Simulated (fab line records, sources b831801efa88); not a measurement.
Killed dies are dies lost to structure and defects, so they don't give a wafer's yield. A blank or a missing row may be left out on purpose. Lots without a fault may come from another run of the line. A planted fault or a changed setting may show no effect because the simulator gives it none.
A struck lot beside a sound one | flow sky130 | 21 steps out of a route of 708
Sound: wafers L222.1, L222.4, L222.5. Struck: wafer L224.6. (L224.1, L224.5 of the same lot were not struck and are left out.) The cause comes at the end.
At each step with rows: each side's tool, then ch and its chambers, then its first start. Under that, the readings that differ: sound wafers | struck wafers | difference of the means | sigmas: that difference in standard deviations of wafers without a fault.
alike: readings whose means differ by less than 2 such deviations, and words and numbers that are the same on both sides. not compared: withheld readings, readings that some wafer has no value for, bounds like >300 that may hide the same value, and numbers for which the record gives no deviation and whose values overlap.
The two part at a step that has a row with sigmas, a row that says differs or no value, or rows on one side only. Numbers that don't overlap but have no deviation are shown without sigmas and don't part them. A reading that every wafer of one side lacks parts them only if that side has two wafers or more.

first, 4 steps without rows for these wafers: SKY_METAL3_STRIP_20 (strips in post etch residue remover, time 1200 s); SKY_METAL3_CLEAN_21 (cleans in IPA, time 180 s); SKY_METAL3_CLEAN_22 (cleans in O3/DIW); SKY_VIA3_HDPCVD_00 (deposits SiO2, target thk 1635 nm, time 272.5 s).
SKY_VIA3_THK_MEAS_01:
  sound on film_metro-02, day 40 10:01; struck on film_metro-02, day 40 20:46
  reading              | sound          | struck | difference | sigmas
  VIA3_HDPCVD_THK (nm) | 1618 1628 1624 | 1664   | +41        | +2
SKY_VIA3_CMP_02: polishes SiO2.
  sound on cmp-02 ch 0,3, day 40 10:04; struck on cmp-02 ch 0, day 40 20:55
  alike: motor_current_A
SKY_VIA3_BOW_MEAS_03:
  sound on film_metro-04, day 40 10:22; struck on film_metro-04, day 40 21:07
  alike: VIA3_BOW
then, 5 steps without rows for these wafers: SKY_VIA3_DEHYDRATE_04 (time 60 s); SKY_VIA3_HMDS_05 (prime time 60 s); SKY_VIA3_COAT_06 (resist thk 60 nm); SKY_VIA3_COAT_07 (resist thk 450 nm); SKY_VIA3_SOFTBAKE_08 (time 90 s).
SKY_VIA3_EXPOSE_09: exposes mask VIM3, target cd 200 nm.
  sound on krf_scanner-01 ch 0, day 40 23:23; struck on krf_scanner-01 ch 0, day 41 08:43
  alike: mask
then, 2 steps without rows for these wafers: SKY_VIA3_PEB_10; SKY_VIA3_DEVELOP_11 (develop time 60 s).
SKY_VIA3_CD_MEAS_12: target cd 200 nm.
  sound on cd_sem-01, day 41 10:49; struck on cd_sem-01, day 41 21:03
  reading    | sound             | struck | difference | sigmas
  cd_nm (nm) | 201.5 202.0 201.8 | 178.8  | -23.0      | -15
  not compared: hold
SKY_VIA3_OVL_MEAS_13:
  sound on overlay-01, day 41 10:56; struck on overlay-01, day 42 00:37
  reading | sound | struck                   | difference                   | sigmas
  hold    | - - - | await_dispo/3.5h/release | no value on the sound wafers |
  alike: VIA3_OVL
SKY_VIA3_ETCH_14: etches BARC in N2/H2, stops on SiO2, time 45.9 s, target depth 60 nm.
  sound on rie_diel-04 ch 0,3, day 41 10:58; struck on rie_diel-03 ch 3, day 42 00:40
  reading               | sound           | struck | difference | sigmas
  model.VIA3.cd_nm (nm) | 201 201.2 201.2 | 178.7  | -22.4      |
  alike: drypump_motor_current_A, n2_flow_sccm, oes_product_au, throttle_valve_pct
  not compared: rf_hours_counter_h
SKY_VIA3_ETCH_15: etches SiO2 in C4F8/O2/Ar, stops on TiN, target depth 507 nm, time 78 s.
  sound on rie_diel-04 ch 0,3, day 41 11:01; struck on rie_diel-03 ch 3, day 42 00:42
  reading               | sound             | struck | difference | sigmas
  model.VIA3.cd_nm (nm) | 199.6 200.3 199.1 | 175.9  | -23.8      |
  alike: oes_product_au
  not compared: rf_hours_counter_h
SKY_VIA3_STRIP_16: strips in O2/N2.
  sound on plasma_asher-02 ch 0,1, day 41 11:04; struck on plasma_asher-01 ch 1, day 42 00:46
  alike: drypump_motor_current_A, n2_flow_sccm, oes_product_au, strip_time_to_endpoint_s
  not compared: rf_hours_counter_h
-- the record jumps here: 6 days lie between the struck wafers' starts before and after (it left off in module VIA3 and takes up again in module PAD_OPEN, whose first step shown is number 708 of the route) --
SKY_PAD_OPEN_PROBE_99:
  sound on prober-02, day 47 07:12; struck on prober-02, day 47 15:28
  reading                       | sound             | struck | difference | sigmas
  defect_limited_yield (%)      | 79.7 84.6 84.1    | 87.0   | +4.2       | +2
  killed_at_other               | 0 0 0             | 1      | +1         | +2
  killed_dies                   | 100 76 78         | 64     | -21        | -2
  killed_open                   | 49 34 44          | 27     | -15        | -2
  sort_bin_5_function (%)       | 12.8 10.0 10.6    | 6.5    | -4.6       | -3
  sort_n_pass                   | 392 416 414       | 428    | +21        | +2
  sort_yield_pct (%)            | 79.7 84.6 84.1    | 87.0   | +4.2       | +2
  model.etest.via3_chain.rc_ohm | 9.816 9.659 9.668 | 12.05  | +2.34      |
  alike: killed_at_M0_to_M3, killed_at_M4_up, killed_at_contacts, killed_at_front_end, killed_short, sort_bin_3_pad_short, sort_bin_6_memory

WHERE THEY PART
First at SKY_VIA3_THK_MEAS_01; last, within this record, at SKY_PAD_OPEN_PROBE_99.

WHY: what the simulator had put in
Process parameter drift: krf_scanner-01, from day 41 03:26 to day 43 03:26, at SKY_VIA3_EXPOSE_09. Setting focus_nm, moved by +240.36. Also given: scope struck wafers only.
